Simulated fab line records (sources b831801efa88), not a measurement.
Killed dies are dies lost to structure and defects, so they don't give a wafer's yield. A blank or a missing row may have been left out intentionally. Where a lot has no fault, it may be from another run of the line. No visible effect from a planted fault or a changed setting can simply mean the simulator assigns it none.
Split-lot trial ; flow sfqLine ; 23 wafers read from 5 lots, route of 325 steps

ON THE SPLIT
At SFQ_TRILAYER_M7_LITHO_COAT_182 (resist thk 62 nm), the setting resistThkNm was moved away from the recipe's 62 nm on 10 of the 23 wafers read, by -5.7% to +5.7%. This setting was run at the recipe's value on the other wafers.

There is no step in the file separating the split from the reading.

THE READING
oesProductAu, in a.u., at SFQ_TRILAYER_M7_BARC_OPEN_METAL_ETCH_229 (etches BARC in O2, target depth 125 nm, time 41.7 s). Typical for fault-free wafers on this fab line: 0.685 a.u., with standard deviation 0.0044 a.u.

wafer;tool, chamber at the split;resistThkNm as run, nm;against the recipe;oesProductAu, a.u.;against lot-mates on the recipe
L077.1;lithoTrack-01, 0;65.51;+5.7%;0.699;+0.012
L077.2;lithoTrack-01, 0;62;recipe;0.685;-
L077.3;lithoTrack-01, 0;65.51;+5.7%;0.703;+0.016
L077.4;lithoTrack-01, 0;62;recipe;0.688;-
L077.5;lithoTrack-01, 0;65.51;+5.7%;0.704;+0.017
L078.1;lithoTrack-04, 0;62;recipe;0.688;-
L078.2;lithoTrack-04, 0;58.44;-5.7%;0.670;-0.014
L078.3;lithoTrack-04, 0;62;recipe;0.682;-
L078.4;lithoTrack-04, 0;58.44;-5.7%;0.667;-0.017
L078.6;lithoTrack-04, 0;62;recipe;0.683;-
L079.1;lithoTrack-02, 0;60.25;-2.8%;0.682;-0.002
L079.2;lithoTrack-02, 0;60.25;-2.8%;0.679;-0.005
L079.3;lithoTrack-02, 0;62;recipe;0.684;-
L079.4;lithoTrack-02, 0;62;recipe;0.680;-
L079.6;lithoTrack-02, 0;62;recipe;0.688;-
L081.1;lithoTrack-01, 0;62;recipe;0.682;-
L081.2;lithoTrack-01, 0;64.23;+3.6%;0.690;+0.003
L081.4;lithoTrack-01, 0;64.23;+3.6%;0.696;+0.009
L081.5;lithoTrack-01, 0;64.23;+3.6%;0.695;+0.008
L081.6;lithoTrack-01, 0;62;recipe;0.691;-
L085.3;lithoTrack-04, 0;62;recipe;0.683;-
L085.4;lithoTrack-04, 0;62;recipe;0.685;-
L085.6;lithoTrack-04, 0;62;recipe;0.690;-

FIT RESULTS
A straight line over all 23 wafers: oesProductAu changes by +0.00273 a.u. for each +1% of resistThkNm; r = +0.94; the points scatter about the line by 0.0032 a.u.
The same after taking each lot's own level away (the mean of its wafers on the recipe; 23 wafers): +0.00249 a.u. for each +1%; r = +0.93; scatter 0.0032 a.u.
That fit puts the effect of the largest move of resistThkNm on the reading at 0.014 a.u.
Measured against the standard deviation above, the lots' own levels, which go from 0.6840 to 0.6865 a.u., span 0.6 times it.
Hence the lot-to-lot level has little effect on the slope; both slopes agree.
Check: -0.0142 a.u. against its lot-mates is what the line predicts for one of the wafers moved furthest among these (-5.7%) when that wafer is left out of the fit. It came out at -0.0143 a.u. against them.

THESE WAFERS: OTHER SPLITS
These wafers also went through other splits before the reading. Each is held against what the fit with the lots' levels taken away leaves over:
other split on the same wafers;wafers away from the commonest value;r with oesProductAu (lot level and that fit taken away)
SFQ_TRILAYER_I6_VIA_ETCH_VIA_ETCH_172 biasW;6;+0.32

THE WHOLE CHAIN: every reading that the file lists as answering this split, in the file's order
step;what it does;reading;change (the file's fit);r (the file's)
SFQ_TRILAYER_M7_LITHO_COAT_182;resist thk 62 nm;BARC_of_TRILAYER_M7_LITHO_COAT_182.thkNm (the simulator's own value, which no gauge read);+0.608 nm for each +1% of the setting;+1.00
SFQ_TRILAYER_M7_BARC_OPEN_METAL_ETCH_229;etches BARC in O2, target depth 125 nm, time 41.7 s;oesProductAu;+0.00252 a.u. for each +1% of the setting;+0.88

THE FILE'S OWN FIT
oesProductAu changes by +0.00252 a.u. for each +1% of resistThkNm, r = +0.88.
